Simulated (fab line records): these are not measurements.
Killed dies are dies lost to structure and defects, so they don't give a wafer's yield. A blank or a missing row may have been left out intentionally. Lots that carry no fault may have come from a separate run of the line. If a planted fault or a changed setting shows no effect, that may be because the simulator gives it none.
One fault seen from 2 desks ; flow sky130 ; numbers are kept per desk, each desk with only its own; the story behind them comes last

DESK OF THE TOOL OWNER: pvd_sputter-02
At SKY_METAL2_SPUTTER_04 (material TiN, target thk 70 nm, time 58.3 s) the tool's own readings: per lot run on this tool, the mean of the sampled wafers that have a number. A lot is out of limits, marked OUT, if its mean lies more than 4 standard deviations from the usual mean; the brackets give that distance.
Columns: A = throttle_valve_pct at SKY_METAL2_SPUTTER_04, usual 29.5 %
lot;first seen here;A
L247;day 34 22:05;28.1
L258;day 38 12:49;29.0
This desk's verdict: no lot among the 2 shows anything out of limits.

FROM THE METROLOGY DESK
What the gauges read for every lot (on any tool): the sampled wafers with a number, averaged. A lot is out of limits, marked OUT, if its mean lies more than 4 standard deviations from the usual mean; the brackets give that distance.
Columns: A = VIA1_W_RS at SKY_VIA1_RS_MEAS_22, usual 0.424 ohm/sq; B = VIA1_W_THK at SKY_VIA1_THK_MEAS_23, usual 273 nm; C = METAL2_ALCU_RS at SKY_METAL2_RS_MEAS_05, usual 0.1262 ohm/sq; D = METAL2_ALCU_THK at SKY_METAL2_THK_MEAS_06, usual 254 nm; E = cd_nm at SKY_METAL2_CD_MEAS_15, usual 139.5 nm; F = METAL2_OVL at SKY_METAL2_OVL_MEAS_16, usual 0 nm
lot;first seen here;A;B;C;D;E;F
L247;day 34 21:32;0.425;272;0.1238;259;138.0;1
L248;day 35 06:19;0.428;273;0.1252;255;140.6;5
L258;day 38 12:17;0.427;273;0.1238;248;138.6;-8
L267;day 41 11:29;0.425;273;0.1254;254;139.6;2
L268;day 41 19:38;0.434;269;0.1272;253;141.0;-2
This desk's verdict: no lot among the 5 shows anything out of limits.

BROUGHT TOGETHER
The desk of the tool owner found nothing out of limits.
At the metrology desk, nothing out of limits was observed.

WHAT THE SIMULATOR HAD INSERTED
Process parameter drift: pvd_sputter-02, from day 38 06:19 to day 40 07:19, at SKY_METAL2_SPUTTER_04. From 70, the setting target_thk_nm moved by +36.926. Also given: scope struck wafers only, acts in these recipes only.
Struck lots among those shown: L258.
